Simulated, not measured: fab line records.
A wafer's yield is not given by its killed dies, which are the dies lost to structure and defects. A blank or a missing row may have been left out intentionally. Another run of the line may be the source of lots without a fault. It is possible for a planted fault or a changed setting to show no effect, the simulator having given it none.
Split-lot experiment + flow gf180mcu + 23 wafers read across 5 lots, on a route 602 steps long

SPLIT DETAILS
At GF_V3_COAT_09 (resist thk 1000 nm), the setting resist thk nm was moved away from the recipe's 1000 nm on 9 of the 23 wafers read, by -1.5% to +5.0%. The other wafers ran this setting at the recipe's value.

FROM THE SPLIT TO THE READING: what the file shows between them, 2 steps
- GF_V3_ETCH_16: etches BARC in N2/H2 (also split here: bias w)
- GF_V3_ETCH_17: etches SiO2 in C4F8/O2/Ar, stops on TiN, target depth 635 nm

THE READING
oes product au, in a.u., at GF_V3_STRIP_18 (strips in O2/N2). Typical for fault-free wafers on this fab line: 0.593 a.u., with standard deviation 0.004 a.u.

| wafer  | tool, chamber at the split | resist thk nm as run, nm | against the recipe | oes product au, a.u. | against lot-mates on the recipe |
|--------|----------------------------|--------------------------|--------------------|----------------------|---------------------------------|
| L074.1 | litho track-01, 0          | 1000                     | recipe             | 0.594                | -                               |
| L074.2 | litho track-01, 0          | 1000                     | recipe             | 0.593                | -                               |
| L074.6 | litho track-01, 0          | 1000                     | recipe             | 0.599                | -                               |
| L078.1 | litho track-03, 0          | 1000                     | recipe             | 0.598                | -                               |
| L078.2 | litho track-03, 0          | 1050                     | +5.0%              | 0.617                | +0.020                          |
| L078.4 | litho track-03, 0          | 1000                     | recipe             | 0.595                | -                               |
| L078.5 | litho track-03, 0          | 1050                     | +5.0%              | 0.616                | +0.019                          |
| L078.6 | litho track-03, 0          | 1050                     | +5.0%              | 0.610                | +0.013                          |
| L080.2 | litho track-02, 0          | 1000                     | recipe             | 0.589                | -                               |
| L080.3 | litho track-02, 0          | 1032                     | +3.2%              | 0.607                | +0.015                          |
| L080.4 | litho track-02, 0          | 1000                     | recipe             | 0.591                | -                               |
| L080.5 | litho track-02, 0          | 1000                     | recipe             | 0.596                | -                               |
| L080.6 | litho track-02, 0          | 1032                     | +3.2%              | 0.612                | +0.020                          |
| L081.1 | litho track-02, 0          | 1000                     | recipe             | 0.583                | -                               |
| L081.3 | litho track-02, 0          | 1000                     | recipe             | 0.588                | -                               |
| L081.4 | litho track-02, 0          | 984.9                    | -1.5%              | 0.583                | -0.005                          |
| L081.5 | litho track-02, 0          | 1000                     | recipe             | 0.593                | -                               |
| L081.6 | litho track-02, 0          | 984.9                    | -1.5%              | 0.586                | -0.002                          |
| L085.1 | litho track-02, 0          | 1039                     | +3.9%              | 0.607                | +0.018                          |
| L085.2 | litho track-02, 0          | 1000                     | recipe             | 0.591                | -                               |
| L085.3 | litho track-02, 0          | 1000                     | recipe             | 0.586                | -                               |
| L085.4 | litho track-02, 0          | 1000                     | recipe             | 0.589                | -                               |
| L085.6 | litho track-02, 0          | 1039                     | +3.9%              | 0.606                | +0.017                          |

THE FIT
A straight line over all 23 wafers: oes product au changes by +0.00451 a.u. for each +1% of resist thk nm; r = +0.92; the points scatter about the line by 0.0041 a.u.
The same after taking each lot's own level away (the mean of its wafers on the recipe; 23 wafers): +0.00393 a.u. for each +1%; r = +0.93; scatter 0.0033 a.u.
On that fit, the largest move of resist thk nm shifts the reading by 0.02 a.u.
The span of the lots' own levels, 0.5880 to 0.5965 a.u., comes to 2.1 times the standard deviation stated above.
In other words, the slope is changed by the lot-to-lot level; the two fits disagree.
Check: with one of the wafers moved furthest among these (+5.0%) left out of the fit, the line predicts +0.0202 a.u. for it against its lot-mates. Against them it came out at +0.0205 a.u.

ADDITIONAL SPLITS CARRIED BY THESE WAFERS
Other splits were also applied to these wafers ahead of the reading. Each is held against what the fit with the lots' levels taken away leaves over:
| other split on the same wafers       | wafers away from the commonest value | r with oes product au (lot level and that fit taken away) |
|--------------------------------------|--------------------------------------|-----------------------------------------------------------|
| GF_CONTACT_DEVELOP_13 dev temp c     | 7                                    | -0.06                                                     |
| GF_M1_SPUTTER_04 time s              | 11                                   | +0.20                                                     |
| GF_M1_PEB_12 peb temp c              | 12                                   | +0.04                                                     |
| GF_M2_SPUTTER_00 chamber pressure pa | 15                                   | -0.07                                                     |
| GF_M2_SPUTTER_04 time s              | 8                                    | +0.41                                                     |
| GF_M2_PEB_12 peb temp c              | 11                                   | -0.02                                                     |
| GF_M3_SPUTTER_04 time s              | 4                                    | -0.12                                                     |
| GF_V3_ETCH_16 bias w                 | 6                                    | +0.07                                                     |

THE WHOLE CHAIN: every reading that the file lists as answering this split, in the file's order
| step           | what it does       | reading                                                                   | change (the file's fit)                   | r (the file's) |
|----------------|--------------------|---------------------------------------------------------------------------|-------------------------------------------|----------------|
| GF_V3_COAT_09  | resist thk 1000 nm | KrF_of_V3_COAT_09.thk nm (the simulator's own value, which no gauge read) | +10.4 nm for each +1% of the setting      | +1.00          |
| GF_V3_STRIP_18 | strips in O2/N2    | oes product au                                                            | +0.00416 a.u. for each +1% of the setting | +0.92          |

FILE'S OWN FIT
oes product au changes by +0.00416 a.u. for each +1% of resist thk nm, r = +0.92.
